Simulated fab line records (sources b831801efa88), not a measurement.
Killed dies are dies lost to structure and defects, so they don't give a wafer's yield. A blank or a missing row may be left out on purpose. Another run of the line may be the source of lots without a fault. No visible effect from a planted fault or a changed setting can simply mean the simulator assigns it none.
Matching of chambers | flow sky130 | SKY_VIA3_HDPCVD_00 on hdpcvd-02 has 3 sister chambers
The step deposits SiO2, target thk 1635 nm, time 272.5 s. 6 wafers are shown with their chamber, then 9 later ones without.

== WAFERS WITH THEIR CHAMBER ==
wafer  | chamber | run-length-s (s)
L467.1 | 1       | 300.5
L467.4 | 1       | 300.4
L475.2 | 0       | 300.9
L477.1 | 2       | 300.1
L477.4 | 0       | 301.0
L477.5 | 2       | 299.8

== WAFERS WITHOUT THEIR CHAMBER ==
wafer  | run-length-s (s)
L479.3 | 300.7
L479.4 | 300.3
L479.6 | 300.5
L480.3 | 300.3
L480.4 | 300.0
L480.5 | 300.1
L488.1 | 301.6
L488.4 | 300.7
L488.6 | 299.7

== THE CHAMBER EACH PASSED THROUGH ==
wafer  | from the rows above     | in truth
L479.3 | can't be placed: 0 or 1 | 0
L479.4 | can't be placed: 1 or 2 | 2
L479.6 | 1                       | 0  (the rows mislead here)
L480.3 | can't be placed: 1 or 2 | 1
L480.4 | 2                       | 2
L480.5 | can't be placed: 2 or 1 | 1
L488.1 | 0                       | 0
L488.4 | can't be placed: 0 or 1 | 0
L488.6 | 2                       | 2
3 of 9 placed correctly. Not placeable from these rows: 5 (in 5, the candidates include the true chamber). Placed wrongly: 1.
How it was worked out, from the rows above alone: a wafer's distance from a chamber is the root of the sum, over the readings, of the square of ((its reading less the chamber's mean) divided by the reading's scatter). The wafer belongs to the nearest chamber; if the next one is less than 2 further off, it can't be placed. A chamber's mean is the mean of its shown wafers. The scatter: the root of (the sum of the squares of (reading less its chamber's mean) over the shown wafers, divided by (wafers less chambers)).
